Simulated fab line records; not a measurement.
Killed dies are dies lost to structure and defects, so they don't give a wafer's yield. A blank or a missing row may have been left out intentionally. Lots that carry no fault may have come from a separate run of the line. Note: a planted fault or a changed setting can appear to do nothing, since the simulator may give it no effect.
Code-filled problem report in 8D (eight disciplines) form :: flow gf180mcu :: the parts of the form that need people (team, actions taken, sign-off) are left out

== 1. WHAT IS WRONG ==
Across 6 wafers from 2 lots, MVSD_RS at GF_VT_IMPLANT_RS_MEAS_46 averages 492.3 ohm/sq, while fault-free wafers read 456.8 ohm/sq with a standard deviation of 1. Relative to the usual mean, that is a shift of +36 standard deviations.
The step: measures by four-point-probe.
Earliest sighting: wafer L194.1 on film_metro-04 at day 8 22:22. Wafers with a number at this step in the record: 33, from 11 lots. By rule, "out" or "out of limits" means more than 4 standard deviations away from the usual mean. Any other wafer with a number is counted as sound.

== 2. WHAT IT IS, WHAT IT ISN'T ==
question: which readings at this step
is: MVSD_RS
is not: -

question: which lots
is: L194, L195
is not: L190, L191, L197, L202, L205, L207, L208, L210, L211

question: which wafers of those lots
is: all that have a number
is not: -

question: read on which gauges
is: film_metro-04
is not: film_metro-02, film_metro-03

question: when
is: from day 8 22:22
is not: up to then (6 sound wafers); but 21 sound wafers of L197, L202, L205, L207, L208, L210, L211 came after

== 3. WHAT RULES OUT EACH SUSPECT ==
Counting: a tool at a process step up to the reading stays a suspect if it ran every lot that is out and no sound lot after the first of them.
- the gauge at GF_VT_IMPLANT_RS_MEAS_46 is ruled out. All the wafers that are out were read on film_metro-04, but those of them that GF_MVSD_IMPLANT_09 has rows for are out there too, on other tools.
- implanter-03 at GF_MVSD_IMPLANT_09: ruled out as a lasting fault. Following L194 (day 5 14:43), the first lot on it that is out, the sound lots L205, L207 were run on it.
Left after counting: nothing in the record.

== 4. THE CAUSE (what the simulator had put in) ==
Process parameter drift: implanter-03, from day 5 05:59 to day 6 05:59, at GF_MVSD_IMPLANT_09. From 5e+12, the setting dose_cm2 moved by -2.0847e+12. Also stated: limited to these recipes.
Counting ruled it out, wrongly: the rule takes a fault to strike every lot that its tool runs from its start on, and this one did not.

== 5. THE CHAIN OF EFFECTS, in route order ==
Each row: a reading whose mean over the struck wafers that have a number lies more than 3 standard deviations from the usual. Only readings whose record carries a usual standard deviation are examined. hours: median over the lots of the time between each lot's start at the first step of this table that gives one and its start at this step. sigmas: the change, counted in usual standard deviations.
hours: 0
step: GF_MVSD_IMPLANT_09
reading: dose_ions_cm2
usual: 5.001e+12
on struck wafers: 2.914e+12
change: -2.086e+12
sigmas: -99 or more

hours: 0
step: GF_MVSD_IMPLANT_09
reading: faraday_current_uA
usual: 28.1
on struck wafers: 16.4
change: -11.7
sigmas: -21

hours: 80
step: GF_VT_IMPLANT_RS_MEAS_46
reading: MVSD_RS
usual: 456.8 ohm/sq
on struck wafers: 492.3
change: +35.5
sigmas: +36
Its process steps:
- GF_MVSD_IMPLANT_09
Later measuring or inspecting steps at which every struck wafer that the step has a row for has a number for every such reading, and none has moved that far: GF_VT_IMPLANT_RS_MEAS_47.

== 6. WHAT WOULD HAVE CAUGHT IT SOONER ==
In this record the first reading out of limits at a measuring or inspecting step was taken at day 8 22:22, 88 hours after the fault began at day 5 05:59.
The tool's own readings at GF_MVSD_IMPLANT_09 were out on every struck wafer that the step has a row for (dose_ions_cm2, faraday_current_uA): an alarm limit on them would have fired on the first of those.
